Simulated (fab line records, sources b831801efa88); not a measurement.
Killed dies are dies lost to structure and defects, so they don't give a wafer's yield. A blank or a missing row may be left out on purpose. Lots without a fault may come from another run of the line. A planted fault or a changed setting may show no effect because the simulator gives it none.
A sampling plan put to the test | flow gf180mcu | one fab line, 57 faults that these records tell of, each judged on the records of the lots that it struck
The plan is the line's own looks: the steps of the route at which a gauge or an inspection reads the wafer and doesn't change it. A look can be judged if struck wafers have a number there and the file gives its usual mean and standard deviation on fault-free wafers. Caught: at a look after the fault's first step, the mean of the struck wafers lies 4 or more of those standard deviations (sigma) from the usual mean. On the tool: the same test on the tool's own readings at the fault's steps. Another recipe on the struck wafers, or a record that is blank for them alone, also counts as caught.

THE FAULTS, as the simulator had put them in
1. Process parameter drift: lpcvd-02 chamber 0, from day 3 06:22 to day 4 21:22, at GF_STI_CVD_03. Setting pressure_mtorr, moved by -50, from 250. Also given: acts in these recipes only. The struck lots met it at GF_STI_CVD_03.
2. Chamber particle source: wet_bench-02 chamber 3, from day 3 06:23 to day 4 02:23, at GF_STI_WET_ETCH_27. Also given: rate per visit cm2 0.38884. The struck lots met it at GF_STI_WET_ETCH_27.
3. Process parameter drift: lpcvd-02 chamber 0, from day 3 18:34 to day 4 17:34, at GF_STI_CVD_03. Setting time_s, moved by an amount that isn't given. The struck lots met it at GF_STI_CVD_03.
4. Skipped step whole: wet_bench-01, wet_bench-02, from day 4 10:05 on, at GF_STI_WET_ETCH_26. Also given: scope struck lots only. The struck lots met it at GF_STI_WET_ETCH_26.
5. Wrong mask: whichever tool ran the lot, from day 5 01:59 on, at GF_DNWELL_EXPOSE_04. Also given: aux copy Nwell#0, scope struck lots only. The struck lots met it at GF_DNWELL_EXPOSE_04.
6. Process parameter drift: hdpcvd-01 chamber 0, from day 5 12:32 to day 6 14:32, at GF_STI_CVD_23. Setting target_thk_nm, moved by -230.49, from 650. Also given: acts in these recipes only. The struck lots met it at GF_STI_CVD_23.
7. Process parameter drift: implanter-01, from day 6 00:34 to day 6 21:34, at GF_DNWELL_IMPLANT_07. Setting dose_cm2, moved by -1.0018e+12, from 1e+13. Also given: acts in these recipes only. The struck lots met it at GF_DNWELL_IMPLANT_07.
8. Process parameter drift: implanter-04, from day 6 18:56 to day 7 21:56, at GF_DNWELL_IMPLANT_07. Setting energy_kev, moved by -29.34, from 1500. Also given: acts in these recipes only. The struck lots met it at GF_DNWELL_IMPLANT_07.
9. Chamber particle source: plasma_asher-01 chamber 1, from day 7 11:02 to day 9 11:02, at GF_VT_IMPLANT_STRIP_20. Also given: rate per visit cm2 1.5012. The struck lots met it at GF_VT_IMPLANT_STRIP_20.
10. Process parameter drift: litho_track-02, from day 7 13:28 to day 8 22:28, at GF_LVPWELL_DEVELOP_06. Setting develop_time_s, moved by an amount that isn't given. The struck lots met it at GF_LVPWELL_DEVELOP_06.
11. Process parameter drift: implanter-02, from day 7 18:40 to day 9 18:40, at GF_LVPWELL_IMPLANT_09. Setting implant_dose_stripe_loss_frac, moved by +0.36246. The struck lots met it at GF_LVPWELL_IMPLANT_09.
12. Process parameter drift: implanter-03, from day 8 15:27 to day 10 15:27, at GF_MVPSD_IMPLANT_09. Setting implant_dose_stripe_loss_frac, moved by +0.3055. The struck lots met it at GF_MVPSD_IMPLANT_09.
13. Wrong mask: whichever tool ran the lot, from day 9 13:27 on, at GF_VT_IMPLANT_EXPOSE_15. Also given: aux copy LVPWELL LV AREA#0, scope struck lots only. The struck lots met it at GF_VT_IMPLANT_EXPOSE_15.
14. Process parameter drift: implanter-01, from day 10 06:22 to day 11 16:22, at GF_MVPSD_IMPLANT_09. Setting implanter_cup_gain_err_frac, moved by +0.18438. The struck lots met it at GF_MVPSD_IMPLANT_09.
15. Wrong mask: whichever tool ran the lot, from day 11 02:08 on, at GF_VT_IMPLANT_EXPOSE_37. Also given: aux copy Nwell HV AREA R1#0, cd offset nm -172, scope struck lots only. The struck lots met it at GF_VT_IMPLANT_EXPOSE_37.
16. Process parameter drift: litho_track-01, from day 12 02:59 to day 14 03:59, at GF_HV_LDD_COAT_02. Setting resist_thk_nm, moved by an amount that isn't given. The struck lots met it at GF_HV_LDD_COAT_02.
17. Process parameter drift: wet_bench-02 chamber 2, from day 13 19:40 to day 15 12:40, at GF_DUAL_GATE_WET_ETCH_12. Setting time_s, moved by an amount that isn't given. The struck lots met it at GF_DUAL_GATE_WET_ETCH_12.
18. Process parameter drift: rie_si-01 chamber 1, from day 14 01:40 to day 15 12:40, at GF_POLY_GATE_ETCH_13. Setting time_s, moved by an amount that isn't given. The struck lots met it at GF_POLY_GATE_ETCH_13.
19. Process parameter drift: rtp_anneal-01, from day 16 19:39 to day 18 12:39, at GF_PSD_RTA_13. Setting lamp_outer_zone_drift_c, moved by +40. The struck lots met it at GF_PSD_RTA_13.
20. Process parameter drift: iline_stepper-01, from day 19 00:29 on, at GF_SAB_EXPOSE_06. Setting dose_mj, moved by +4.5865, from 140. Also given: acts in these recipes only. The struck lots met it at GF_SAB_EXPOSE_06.
21. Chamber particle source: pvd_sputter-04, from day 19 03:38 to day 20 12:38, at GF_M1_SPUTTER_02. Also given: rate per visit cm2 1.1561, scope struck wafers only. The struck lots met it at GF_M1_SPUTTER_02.
22. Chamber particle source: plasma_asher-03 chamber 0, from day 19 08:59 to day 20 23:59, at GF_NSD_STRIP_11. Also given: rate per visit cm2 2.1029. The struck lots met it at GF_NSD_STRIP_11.
23. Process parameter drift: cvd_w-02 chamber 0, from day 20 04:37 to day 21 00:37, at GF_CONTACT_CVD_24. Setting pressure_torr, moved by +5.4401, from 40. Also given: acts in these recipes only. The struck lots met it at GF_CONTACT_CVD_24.
24. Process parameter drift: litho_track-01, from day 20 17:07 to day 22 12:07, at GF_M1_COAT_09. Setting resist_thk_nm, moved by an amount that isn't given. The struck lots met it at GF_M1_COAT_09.
25. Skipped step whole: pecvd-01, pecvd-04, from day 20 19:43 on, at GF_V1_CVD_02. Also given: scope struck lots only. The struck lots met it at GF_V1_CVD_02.
26. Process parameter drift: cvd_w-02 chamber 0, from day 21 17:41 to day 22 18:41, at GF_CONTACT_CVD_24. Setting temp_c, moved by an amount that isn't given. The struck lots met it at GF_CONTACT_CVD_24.
27. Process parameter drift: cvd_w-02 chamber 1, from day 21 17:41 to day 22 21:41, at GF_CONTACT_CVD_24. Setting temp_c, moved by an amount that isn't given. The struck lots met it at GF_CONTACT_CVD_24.
28. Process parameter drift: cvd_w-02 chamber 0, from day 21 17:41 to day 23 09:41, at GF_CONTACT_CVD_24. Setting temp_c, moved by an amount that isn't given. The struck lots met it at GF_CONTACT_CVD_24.
29. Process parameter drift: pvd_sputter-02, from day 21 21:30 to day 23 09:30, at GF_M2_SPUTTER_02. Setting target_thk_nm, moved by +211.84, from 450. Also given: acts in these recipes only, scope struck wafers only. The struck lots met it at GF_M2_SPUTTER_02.
30. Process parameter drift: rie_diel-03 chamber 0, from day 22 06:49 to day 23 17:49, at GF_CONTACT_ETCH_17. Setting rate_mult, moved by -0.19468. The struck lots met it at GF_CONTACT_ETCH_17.
31. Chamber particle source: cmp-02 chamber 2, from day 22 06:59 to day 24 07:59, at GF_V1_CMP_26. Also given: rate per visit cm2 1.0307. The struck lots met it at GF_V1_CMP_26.
32. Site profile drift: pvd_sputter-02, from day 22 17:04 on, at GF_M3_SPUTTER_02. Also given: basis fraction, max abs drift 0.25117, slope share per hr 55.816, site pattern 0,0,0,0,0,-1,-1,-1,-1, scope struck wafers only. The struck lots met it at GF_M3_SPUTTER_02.
33. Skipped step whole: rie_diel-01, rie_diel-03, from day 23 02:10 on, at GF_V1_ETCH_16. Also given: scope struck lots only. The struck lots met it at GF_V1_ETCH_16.
34. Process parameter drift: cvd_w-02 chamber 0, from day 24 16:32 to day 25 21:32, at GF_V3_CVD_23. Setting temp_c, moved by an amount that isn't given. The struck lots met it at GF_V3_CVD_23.
35. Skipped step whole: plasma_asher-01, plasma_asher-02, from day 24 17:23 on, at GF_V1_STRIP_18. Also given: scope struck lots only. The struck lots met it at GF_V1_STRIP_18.
36. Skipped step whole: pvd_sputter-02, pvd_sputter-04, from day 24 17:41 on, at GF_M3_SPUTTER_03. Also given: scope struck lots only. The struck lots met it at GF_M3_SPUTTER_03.
37. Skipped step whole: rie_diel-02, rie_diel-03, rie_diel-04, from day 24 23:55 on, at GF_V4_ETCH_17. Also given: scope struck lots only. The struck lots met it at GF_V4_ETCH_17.
38. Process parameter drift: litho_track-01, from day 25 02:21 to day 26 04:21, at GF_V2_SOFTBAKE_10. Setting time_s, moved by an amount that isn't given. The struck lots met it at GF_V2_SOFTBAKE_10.
39. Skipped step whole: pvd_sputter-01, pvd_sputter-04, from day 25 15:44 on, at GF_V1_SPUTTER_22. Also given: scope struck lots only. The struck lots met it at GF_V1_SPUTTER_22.
40. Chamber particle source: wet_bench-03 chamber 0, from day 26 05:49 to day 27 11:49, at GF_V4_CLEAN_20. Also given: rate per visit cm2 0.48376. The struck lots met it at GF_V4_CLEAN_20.
41. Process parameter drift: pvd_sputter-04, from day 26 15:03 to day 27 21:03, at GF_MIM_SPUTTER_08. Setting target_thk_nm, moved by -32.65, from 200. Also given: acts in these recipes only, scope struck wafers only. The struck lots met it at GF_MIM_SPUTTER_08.
42. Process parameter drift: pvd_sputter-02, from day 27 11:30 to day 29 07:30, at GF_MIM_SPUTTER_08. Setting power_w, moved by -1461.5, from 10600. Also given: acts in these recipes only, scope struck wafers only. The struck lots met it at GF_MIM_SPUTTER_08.
43. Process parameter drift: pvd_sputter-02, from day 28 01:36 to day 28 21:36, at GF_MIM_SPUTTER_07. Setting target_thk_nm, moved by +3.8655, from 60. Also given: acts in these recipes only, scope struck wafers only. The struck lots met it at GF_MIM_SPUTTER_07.
44. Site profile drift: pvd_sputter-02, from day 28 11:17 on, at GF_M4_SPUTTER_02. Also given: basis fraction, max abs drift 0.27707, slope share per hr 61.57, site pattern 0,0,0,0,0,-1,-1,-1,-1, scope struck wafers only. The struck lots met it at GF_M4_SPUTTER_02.
45. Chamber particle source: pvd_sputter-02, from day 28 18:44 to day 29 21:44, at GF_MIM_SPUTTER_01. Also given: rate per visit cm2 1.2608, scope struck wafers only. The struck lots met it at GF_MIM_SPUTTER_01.
46. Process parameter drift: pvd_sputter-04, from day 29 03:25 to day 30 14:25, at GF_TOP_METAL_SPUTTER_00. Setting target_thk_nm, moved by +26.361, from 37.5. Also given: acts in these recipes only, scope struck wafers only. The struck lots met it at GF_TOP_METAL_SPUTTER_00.
47. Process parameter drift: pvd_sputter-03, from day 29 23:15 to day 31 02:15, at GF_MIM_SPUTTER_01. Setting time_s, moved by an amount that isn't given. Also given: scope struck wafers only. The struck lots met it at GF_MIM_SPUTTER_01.
48. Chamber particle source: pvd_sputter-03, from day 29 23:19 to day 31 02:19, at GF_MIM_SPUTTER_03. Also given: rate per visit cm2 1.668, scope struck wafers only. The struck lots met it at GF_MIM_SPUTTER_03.
49. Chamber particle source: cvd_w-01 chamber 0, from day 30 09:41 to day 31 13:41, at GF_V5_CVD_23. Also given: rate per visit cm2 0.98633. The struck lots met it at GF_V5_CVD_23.
50. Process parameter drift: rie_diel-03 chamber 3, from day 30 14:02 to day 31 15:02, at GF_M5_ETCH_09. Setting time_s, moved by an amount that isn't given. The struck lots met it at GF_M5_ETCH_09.
51. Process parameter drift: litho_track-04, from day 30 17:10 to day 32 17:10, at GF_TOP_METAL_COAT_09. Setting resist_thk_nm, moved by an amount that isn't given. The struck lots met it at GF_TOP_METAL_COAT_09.
52. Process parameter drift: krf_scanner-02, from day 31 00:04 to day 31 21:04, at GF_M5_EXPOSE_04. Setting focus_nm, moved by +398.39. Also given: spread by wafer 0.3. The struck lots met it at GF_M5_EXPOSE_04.
53. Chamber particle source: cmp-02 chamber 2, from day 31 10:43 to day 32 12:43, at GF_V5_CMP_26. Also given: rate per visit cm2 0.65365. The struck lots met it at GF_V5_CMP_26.
54. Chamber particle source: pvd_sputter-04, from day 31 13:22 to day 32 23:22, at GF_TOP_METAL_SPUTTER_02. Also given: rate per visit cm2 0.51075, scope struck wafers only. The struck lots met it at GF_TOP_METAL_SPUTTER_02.
55. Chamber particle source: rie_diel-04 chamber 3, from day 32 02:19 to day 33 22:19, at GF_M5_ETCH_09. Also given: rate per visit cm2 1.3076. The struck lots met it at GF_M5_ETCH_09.
56. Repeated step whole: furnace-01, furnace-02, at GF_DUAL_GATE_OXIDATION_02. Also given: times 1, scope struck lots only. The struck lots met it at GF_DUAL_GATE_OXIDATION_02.
57. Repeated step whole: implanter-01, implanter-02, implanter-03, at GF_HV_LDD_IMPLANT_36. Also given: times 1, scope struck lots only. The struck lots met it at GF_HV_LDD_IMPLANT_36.

WHAT THE PLAN SAW
fault | on the tool itself                               | first look that catches it                      | reading, sigma                                                  | median hours from its first step to that look | hours from the fault's start to the first struck lot there | judged looks passed uncaught
1     | pressure_mtorr -99 or beyond sigma               | GF_STI_THK_MEAS_04                              | STI_CVD_03_THK -5.6                                             | 2.0                                           | 4                                                          | 0
2     | under 2 sigma                                    | none of the 2 looks that can be judged after it | -                                                               | -                                             | -                                                          | 2
3     | under 2 sigma                                    | GF_STI_THK_MEAS_04                              | STI_CVD_03_THK -16                                              | 2.0                                           | 17                                                         | 0
4     | no reading that can be judged                    | none of the 4 looks that can be judged after it | -                                                               | -                                             | -                                                          | 4
5     | no reading that can be judged                    | GF_DNWELL_TW_MEAS_09                            | DNWELL_TW -99 or beyond                                         | 7.7                                           | 11                                                         | 0
6     | under 2 sigma                                    | GF_STI_THK_MEAS_24                              | STI_CVD_23_THK -37                                              | 0.1                                           | 17                                                         | 0
7     | dose_ions_cm2 -82 sigma                          | GF_DNWELL_TW_MEAS_09                            | DNWELL_TW -5.7                                                  | 0.2                                           | 3                                                          | 0
8     | beam_energy_keV -65 sigma                        | no look after it can be judged                  | -                                                               | -                                             | -                                                          | 0
9     | under 2 sigma                                    | not the one look that can be judged after it    | -                                                               | -                                             | -                                                          | 1
10    | under 2 sigma                                    | none of the 2 looks that can be judged after it | -                                                               | -                                             | -                                                          | 2
11    | no reading that can be judged                    | GF_VT_IMPLANT_RS_MEAS_48                        | LVPWELL_RS +6.1                                                 | 112.9                                         | 130                                                        | 0
12    | no reading that can be judged                    | GF_VT_IMPLANT_RS_MEAS_49                        | MVPSD_RS +19                                                    | 74.2                                          | 85                                                         | 0
13    | no reading that can be judged                    | GF_VT_IMPLANT_TW_MEAS_21                        | VT_IMPLANT_2_TW -98                                             | 8.8                                           | 12                                                         | 0
14    | faraday_current_uA +10 sigma                     | GF_VT_IMPLANT_RS_MEAS_49                        | MVPSD_RS +14                                                    | 79.0                                          | 84                                                         | 1
15    | no reading that can be judged                    | not the one look that can be judged after it    | -                                                               | -                                             | -                                                          | 1
16    | under 2 sigma                                    | no look after it can be judged                  | -                                                               | -                                             | -                                                          | 0
17    | run_length_s -45 sigma                           | no look after it can be judged                  | -                                                               | -                                             | -                                                          | 0
18    | run_length_s -51 sigma                           | no look after it can be judged                  | -                                                               | -                                             | -                                                          | 0
19    | under 2 sigma                                    | GF_PSD_RS_MEAS_14                               | NSD_RS -38                                                      | 0.1                                           | 3                                                          | 0
20    | exposure_dose_mJ_cm2 +29 sigma                   | not the one look that can be judged after it    | strongest: cd_nm at GF_SAB_CD_MEAS_09, -3.4                     | -                                             | -                                                          | 1
21    | under 2 sigma                                    | not the one look that can be judged after it    | -                                                               | -                                             | -                                                          | 1
22    | under 2 sigma                                    | none of the 9 looks that can be judged after it | -                                                               | -                                             | -                                                          | 9
23    | chamber_pressure_Torr +64 sigma                  | GF_CONTACT_RS_MEAS_25                           | CONTACT_W_RS -6.1                                               | 0.1                                           | 5                                                          | 0
24    | no reading that can be judged                    | GF_M1_CD_MEAS_14                                | cd_nm +5.6                                                      | 11.9                                          | 18                                                         | 0
25    | the tool's record is blank for the struck wafers | no look after it can be judged                  | -                                                               | -                                             | -                                                          | 0
26    | susceptor_temp_C +64 sigma                       | GF_CONTACT_RS_MEAS_25                           | CONTACT_W_RS -18                                                | 0.1                                           | 1                                                          | 0
27    | susceptor_temp_C +99 or beyond sigma             | GF_CONTACT_RS_MEAS_25                           | CONTACT_W_RS -27                                                | 0.2                                           | 1                                                          | 0
28    | susceptor_temp_C -88 sigma                       | GF_CONTACT_RS_MEAS_25                           | CONTACT_W_RS +32                                                | 0.1                                           | 1                                                          | 0
29    | under 2 sigma                                    | GF_M2_RS_MEAS_05                                | M2_ALCU_RS -28                                                  | 0.1                                           | 5                                                          | 0
30    | under 2 sigma                                    | no look after it can be judged                  | -                                                               | -                                             | -                                                          | 0
31    | under 2 sigma                                    | not the one look that can be judged after it    | -                                                               | -                                             | -                                                          | 1
32    | under 2 sigma                                    | GF_M3_RS_MEAS_05                                | M3_ALCU_RS +12                                                  | 0.2                                           | 7                                                          | 0
33    | the tool's record is blank for the struck wafers | no look after it can be judged                  | -                                                               | -                                             | -                                                          | 0
34    | susceptor_temp_C -21 sigma                       | GF_V3_RS_MEAS_24                                | V3_W_RS +6.9                                                    | 0.1                                           | 11                                                         | 0
35    | the tool's record is blank for the struck wafers | no look after it can be judged                  | -                                                               | -                                             | -                                                          | 0
36    | the tool's record is blank for the struck wafers | not the one look that can be judged after it    | -                                                               | -                                             | -                                                          | 1
37    | the tool's record is blank for the struck wafers | no look after it can be judged                  | -                                                               | -                                             | -                                                          | 0
38    | run_length_s +99 or beyond sigma                 | not the one look that can be judged after it    | strongest: cd_nm at GF_V2_CD_MEAS_14, +3.9                      | -                                             | -                                                          | 1
39    | the tool's record is blank for the struck wafers | no look after it can be judged                  | -                                                               | -                                             | -                                                          | 0
40    | no reading that can be judged                    | not the one look that can be judged after it    | -                                                               | -                                             | -                                                          | 1
41    | under 2 sigma                                    | GF_MIM_RS_MEAS_10                               | MIM_ALCU_RS +14                                                 | 0.1                                           | 23                                                         | 0
42    | cathode_dc_power_W -99 or beyond sigma           | GF_MIM_RS_MEAS_10                               | MIM_ALCU_RS +14                                                 | 0.0                                           | 9                                                          | 0
43    | under 2 sigma                                    | no look after it can be judged                  | -                                                               | -                                             | -                                                          | 0
44    | under 2 sigma                                    | GF_M4_RS_MEAS_05                                | M4_ALCU_RS +17                                                  | 0.1                                           | 2                                                          | 0
45    | under 2 sigma                                    | none of the 2 looks that can be judged after it | strongest: TOP_METAL_ALCU_THK at GF_TOP_METAL_THK_MEAS_06, +2.1 | -                                             | -                                                          | 2
46    | under 2 sigma                                    | no look after it can be judged                  | -                                                               | -                                             | -                                                          | 0
47    | under 2 sigma                                    | no look after it can be judged                  | -                                                               | -                                             | -                                                          | 0
48    | under 2 sigma                                    | none of the 2 looks that can be judged after it | -                                                               | -                                             | -                                                          | 2
49    | under 2 sigma                                    | not the one look that can be judged after it    | -                                                               | -                                             | -                                                          | 1
50    | under 2 sigma                                    | no look after it can be judged                  | -                                                               | -                                             | -                                                          | 0
51    | no reading that can be judged                    | no look after it can be judged                  | -                                                               | -                                             | -                                                          | 0
52    | exposure_dose_mJ_cm2 -55 sigma                   | GF_M5_CD_MEAS_07                                | cd_nm -23                                                       | 7.7                                           | 28                                                         | 0
53    | under 2 sigma                                    | no look after it can be judged                  | -                                                               | -                                             | -                                                          | 0
54    | under 2 sigma                                    | no look after it can be judged                  | -                                                               | -                                             | -                                                          | 0
55    | under 2 sigma                                    | no look after it can be judged                  | -                                                               | -                                             | -                                                          | 0
56    | under 2 sigma                                    | GF_DUAL_GATE_THK_MEAS_03                        | DUAL_GATE_OXIDATION_00_THK +22                                  | 4.1                                           | -                                                          | 0
57    | no reading that can be judged                    | GF_HV_LDD_TW_MEAS_38                            | HV_LDD_3_TW +6.5                                                | 0.6                                           | -                                                          | 0
A dash: the fault isn't caught, or these records don't give the number.

Caught at a look: 24 of 57. Caught on the tool: 21 of 57. By one or the other: 35 of 57.
Caught on the tool alone: faults 8, 17, 18, 20, 25, 33, 35, 36, 37, 38, 39.
Caught at a look alone: faults 3, 5, 6, 11, 12, 13, 19, 24, 29, 32, 41, 44, 56, 57.
Caught by neither: faults 2, 4, 9, 10, 15, 16, 21, 22, 30, 31, 40, 43, 45, 46, 47, 48, 49, 50, 51, 53, 54, 55.

THINNER SAMPLING
If the look that catches a fault measured only every second or every third lot, by lot number, the first struck lot would be measured this late in the worst case:
fault | struck lots at that look, in order of time | every lot | every second lot | every third lot
1     | L837                                       | 4 h       | may miss it      | may miss it
3     | L152                                       | 17 h      | may miss it      | may miss it
5     | L878                                       | 11 h      | may miss it      | may miss it
6     | L551, L552                                 | 17 h      | 21 h             | may miss all 2
7     | L667, L669                                 | 3 h       | may miss all 2   | may miss all 2
11    | L800, L802                                 | 130 h     | may miss all 2   | may miss all 2
12    | L590, L591                                 | 85 h      | 91 h             | may miss all 2
13    | L617                                       | 12 h      | may miss it      | may miss it
14    | L577, L578                                 | 84 h      | 94 h             | may miss all 2
19    | L473, L474                                 | 3 h       | 16 h             | may miss all 2
23    | L357, L358                                 | 5 h       | 17 h             | may miss all 2
24    | L668, L672                                 | 18 h      | may miss all 2   | may miss all 2
26    | L885, L886                                 | 1 h       | 13 h             | may miss all 2
27    | L439, L440                                 | 1 h       | 13 h             | may miss all 2
28    | L606, L607                                 | 1 h       | 13 h             | may miss all 2
29    | L698                                       | 5 h       | may miss it      | may miss it
32    | L775, L777                                 | 7 h       | may miss all 2   | may miss all 2
34    | L880                                       | 11 h      | may miss it      | may miss it
41    | L518                                       | 23 h      | may miss it      | may miss it
42    | L489, L490, L491                           | 9 h       | 19 h             | 28 h
44    | L911, L912                                 | 2 h       | 5 h              | may miss all 2
52    | L121                                       | 28 h      | may miss it      | may miss it
Hours are from the fault's start to the first struck lot that is measured. The limit of 4 sigma was tested on all struck wafers together, so one lot alone may lie under it. Other struck lots may not be in these records.

THE LONGEST TIMED WAY FROM STEP TO LOOK
Fault 11: a median of 112.9 hours passes between GF_LVPWELL_IMPLANT_09 and GF_VT_IMPLANT_RS_MEAS_48. No look between them can be judged.
